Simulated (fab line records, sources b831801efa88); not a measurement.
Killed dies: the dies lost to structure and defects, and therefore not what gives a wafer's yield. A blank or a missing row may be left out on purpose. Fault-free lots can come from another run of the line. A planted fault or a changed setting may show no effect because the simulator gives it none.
Matching of chambers    flow gf180mcu    4 sister chambers for GF_V2_ETCH_16 on rieDiel-03
The step etches BARC in N2/H2. 4 wafers are shown with their chamber, then 8 later ones without.

WAFERS WITH THEIR CHAMBER
wafer   chamber  drypumpMotorCurrentA (A)
L808.6  0        5.9
L816.3  1        5.8
L816.5  3        4.7
L821.2  2        5.8

WAFERS MISSING THEIR CHAMBER
wafer   drypumpMotorCurrentA (A)
L821.3  5.9
L821.6  4.8
L824.1  5.9
L824.2  5.8
L824.6  5.8
L827.1  5.9
L827.3  4.7
L827.5  4.7

WHICH CHAMBER EACH WENT THROUGH
wafer   from the rows above      in truth
L821.3  0                        0
L821.6  3                        3
L824.1  0                        0
L824.2  can't be placed: 1 or 2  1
L824.6  can't be placed: 1 or 2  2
L827.1  0                        0
L827.3  3                        3
L827.5  3                        3
Correct placement for 6 of the 8. Unplaceable from these rows: 2, with the true chamber sitting among the candidates in 2. Placed wrongly: 0.
How it was worked out, from the rows above alone: a wafer's distance from a chamber is the root of the sum, over the readings, of the square of ((its reading less the chamber's mean) divided by the reading's scatter). The wafer belongs to the nearest chamber; if the next one is less than 2 further off, it can't be placed. The mean given for a chamber averages the wafers shown for that chamber. The scatter: with one shown wafer a chamber, the root of the mean of the squares of how far each hidden wafer lies from its nearest shown one.
